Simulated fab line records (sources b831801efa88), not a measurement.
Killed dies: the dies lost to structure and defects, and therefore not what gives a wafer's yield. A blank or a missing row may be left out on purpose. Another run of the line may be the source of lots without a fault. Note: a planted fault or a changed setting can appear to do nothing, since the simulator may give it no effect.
Comparing a struck lot with a sound one + flow sfqLine + 20 steps out of a route of 325
Sound: wafers L928.1, L928.5, L928.6. Struck: wafer L940.3 (L940.4, L940.5, from the same lot, were not struck and are left out); the cause is given at the end.
Per side, at each step with rows, come the tool, then ch with its chambers, and then its first start. Under that, the readings that differ: sound wafers + struck wafers + difference of the means + sigmas: that difference in standard deviations of wafers without a fault.
alike: readings whose means differ by less than 2 such deviations, and words and numbers that are the same on both sides. not compared: withheld readings, readings that some wafer has no value for, bounds like >300 that may hide the same value, and numbers for which the record gives no deviation and whose values overlap.
The two part at a step that has a row with sigmas, a row that says differs or no value, or rows on one side only. Numbers that have no deviation but don't overlap get no sigmas and don't part them. A reading missing from all wafers of one side parts the sides only when that side holds two or more wafers.

first, 2 steps without rows for these wafers: SFQ_TRILAYER_I2_VIA_LITHO_PEB_070 (peb time 60 s); SFQ_TRILAYER_I2_VIA_LITHO_DEVELOP_069 (time 60 s).
SFQ_I2_OVL_MEAS_918:
  sound on overlay-01 at day 37 19:24; struck on overlay-02 at day 38 21:00
  alike: I2_OVL
SFQ_TRILAYER_I2_VIA_BARC_OPEN_VIA_ETCH_096: etches BARC in O2, target depth 125 nm, time 41.7 s.
  sound on rieDiel-01 ch 1,2,3, day 37 19:26; struck on rieDiel-04 ch 3, day 38 21:01
  alike: drypumpMotorCurrentA, oesProductAu
  not compared: rfHoursCounterH
SFQ_TRILAYER_I2_VIA_ETCH_VIA_ETCH_070: etches SiO2 in CHF3, stops on Nb, target depth 260 nm.
  sound on rieDiel-01 ch 1,2,3, day 37 19:28; struck on rieDiel-04 ch 3, day 38 21:04
  alike: drypumpMotorCurrentA, oesProductAu
SFQ_TRILAYER_I2_VIA_STRIP_STRIP_071: strips in O2.
  sound on rieMetal-02 ch 0,1, day 37 19:35; struck on rieMetal-02 ch 0, day 38 21:22
  alike: drypumpMotorCurrentA, oesProductAu, platenTempC
  not compared: rfHoursCounterH
then, 2 steps without rows for these wafers: SFQ_TRILAYER_I2_VIA_STRIP_SOLV_CLEAN_072 (cleans in NMP, time 600 s); SFQ_TRILAYER_M3_DEP_PRE_CLEAN_074 (time 22.5 s).
SFQ_TRILAYER_M3_DEP_SPUTTER_073: material Nb, target thk 200 nm, time 133.3 s.
  sound on pvdSputter-05 at day 37 20:23; struck on pvdSputter-06 at day 38 21:59
  alike: throttleValvePct
SFQ_M3_RS_MEAS_919: measures by four-point-probe.
  sound on filmMetro-03 at day 37 20:29; struck on filmMetro-02 at day 38 22:07
  alike: M3_NB_RS
then, 1 step without rows for these wafers: SFQ_TRILAYER_M3_LITHO_COAT_080 (resist thk 62 nm).
SFQ_TRILAYER_M3_LITHO_COAT_075: resist thk 600 nm.
  sound on lithoTrack-03 ch 0, day 37 20:58; struck on lithoTrack-03 ch 0, day 38 22:39
| reading                                            | sound             | struck | difference | sigmas |
|----------------------------------------------------|-------------------|--------|------------|--------|
| model.KrF_of_TRILAYER_M3_LITHO_COAT_075.thkNm (nm) | 603.9 601.7 602.2 | 514.6  | -88.0      |        |
then, 4 steps without rows for these wafers: SFQ_TRILAYER_M3_LITHO_SOFTBAKE_079; SFQ_TRILAYER_M3_LITHO_EXPOSE_076 (exposes mask M3, target cd 500 nm); SFQ_TRILAYER_M3_LITHO_PEB_078 (peb time 60 s); SFQ_TRILAYER_M3_LITHO_DEVELOP_077 (time 60 s).
-- the record jumps here: 4 days lie between the struck wafers' starts before and after --
SFQ_M3_OVL_MEAS_921:
  sound on overlay-02 at day 42 03:05; struck on overlay-02 at day 43 08:00
  alike: M3_OVL
SFQ_TRILAYER_M3_BARC_OPEN_METAL_ETCH_100: etches BARC in O2, target depth 125 nm, time 41.7 s.
  sound on rieMetal-03 ch 0,1, day 42 03:07; struck on rieMetal-01 ch 1, day 43 08:04
| reading            | sound           | struck | difference | sigmas |
|--------------------|-----------------|--------|------------|--------|
| model.M3.cdNm (nm) | 499.9 500.8 501 | 495.6  | -5.0       |        |
  alike: drypumpMotorCurrentA, oesProductAu
  not compared: rfHoursCounterH
SFQ_TRILAYER_M3_ETCH_METAL_ETCH_078: etches Nb in Cl2/Ar, stops on SiO2, target depth 240 nm, time 120 s.
  sound on rieMetal-03 ch 0,1, day 42 03:11; struck on rieMetal-01 ch 1, day 43 08:13
| reading                                            | sound             | struck | difference | sigmas |
|----------------------------------------------------|-------------------|--------|------------|--------|
| model.KrF_of_TRILAYER_M3_LITHO_COAT_075.thkNm (nm) | 383.8 381.6 381.6 | 293.8  | -88.5      |        |
| model.M3.cdNm (nm)                                 | 499.5 500.3 499.5 | 495.1  | -4.7       |        |
  alike: drypumpMotorCurrentA, oesProductAu
  not compared: rfHoursCounterH
SFQ_TRILAYER_M3_STRIP_STRIP_079: strips in O2.
  sound on rieMetal-03 ch 0,1, day 42 03:19; struck on rieMetal-01 ch 1, day 43 08:47
  alike: drypumpMotorCurrentA, oesProductAu, platenTempC
  not compared: rfHoursCounterH

## WHERE THEY PART
Nowhere in this record.

WHY: whatever the simulator had introduced
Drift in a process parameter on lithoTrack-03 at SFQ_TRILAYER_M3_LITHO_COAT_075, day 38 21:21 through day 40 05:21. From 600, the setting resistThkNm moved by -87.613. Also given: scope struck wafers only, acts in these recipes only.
